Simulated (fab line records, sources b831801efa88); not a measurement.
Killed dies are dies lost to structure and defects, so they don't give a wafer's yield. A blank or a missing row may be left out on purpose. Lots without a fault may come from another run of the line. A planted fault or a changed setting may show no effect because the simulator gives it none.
A struck lot beside a sound one | flow sky130 | 15 steps out of a route of 708
Sound: wafers L916.2, L916.3, L916.5. Struck: wafers L913.1, L913.3, L913.6. The cause comes at the end.
At each step with rows: each side's tool, then ch and its chambers, then its first start. Under that, the readings that differ: sound wafers | struck wafers | difference of the means | sigmas: that difference in standard deviations of wafers without a fault.
alike: readings whose means differ by less than 2 such deviations, and words and numbers that are the same on both sides. not compared: withheld readings, readings that some wafer has no value for, bounds like >300 that may hide the same value, and numbers for which the record gives no deviation and whose values overlap.
The two part at a step that has a row with sigmas, a row that says differs or no value, or rows on one side only. Numbers that don't overlap but have no deviation are shown without sigmas and don't part them. A reading that every wafer of one side lacks parts them only if that side has two wafers or more.

SKY_METAL1_STRIP_20: strips in O2/N2.
  sound on plasma_asher-02 ch 0,1, day 37 06:17; struck on plasma_asher-04 ch 0,1, day 36 09:35
  reading                     | sound       | struck      | difference | sigmas
  drypump_motor_current_A (A) | 6.1 6.0 6.1 | 5.3 5.3 5.6 | -0.7       | -2
  alike: oes_product_au, strip_time_to_endpoint_s
  not compared: rf_hours_counter_h
then, 4 steps without rows for these wafers: SKY_METAL1_STRIP_21 (strips in post etch residue remover, time 1200 s); SKY_METAL1_CLEAN_22 (cleans in IPA, time 180 s); SKY_METAL1_CLEAN_23 (cleans in O3/DIW); SKY_VIA1_HDPCVD_00 (deposits SiO2, target thk 1030 nm, time 171.7 s).
SKY_VIA1_THK_MEAS_01:
  sound on film_metro-03, day 37 07:01; struck on film_metro-02, day 36 10:17
  alike: VIA1_HDPCVD_THK
SKY_VIA1_CMP_02: polishes SiO2.
  sound on cmp-01 ch 0,1, day 37 07:04; struck on cmp-01 ch 1,2,3, day 36 10:42
  alike: motor_current_A
SKY_VIA1_BOW_MEAS_03:
  sound on film_metro-04, day 37 07:23; struck on film_metro-04, day 36 10:57
  reading       | sound    | struck   | difference | sigmas
  VIA1_BOW (um) | 73 72 73 | 93 93 82 | +17        | +2
then, 4 steps without rows for these wafers: SKY_VIA1_DEHYDRATE_04 (time 60 s); SKY_VIA1_HMDS_05 (prime time 60 s); SKY_VIA1_COAT_06 (resist thk 60 nm); SKY_VIA1_COAT_07 (resist thk 450 nm).
SKY_VIA1_SOFTBAKE_08: time 90 s.
  sound on litho_track-04 ch 0, day 37 19:00; struck on litho_track-02 ch 0, day 37 00:00
  reading                  | sound                | struck               | difference | sigmas
  heater_power_total_W (W) | 57.39 57.39 57.53    | 61.74 61.71 61.50    | +4.21      | +38
  run_length_s (s)         | 119.46 119.25 119.32 | 101.62 101.42 101.65 | -17.78     | -99 or more
  alike: resist_line_temp_C
then, 1 step without rows for these wafers: SKY_VIA1_EXPOSE_09 (exposes mask VIM, target cd 150 nm).
-- the record jumps here: 12 days lie between the struck wafers' starts before and after (it left off in module VIA1 and takes up again in module PAD_OPEN, whose first step shown is number 708 of the route) --
SKY_PAD_OPEN_PROBE_99:
  the record has rows for the struck wafers here (prober-02, day 48 13:49) and none for the sound ones

WHERE THEY PART
First at SKY_METAL1_STRIP_20; last, within this record, at SKY_PAD_OPEN_PROBE_99.

WHY: what the simulator had put in
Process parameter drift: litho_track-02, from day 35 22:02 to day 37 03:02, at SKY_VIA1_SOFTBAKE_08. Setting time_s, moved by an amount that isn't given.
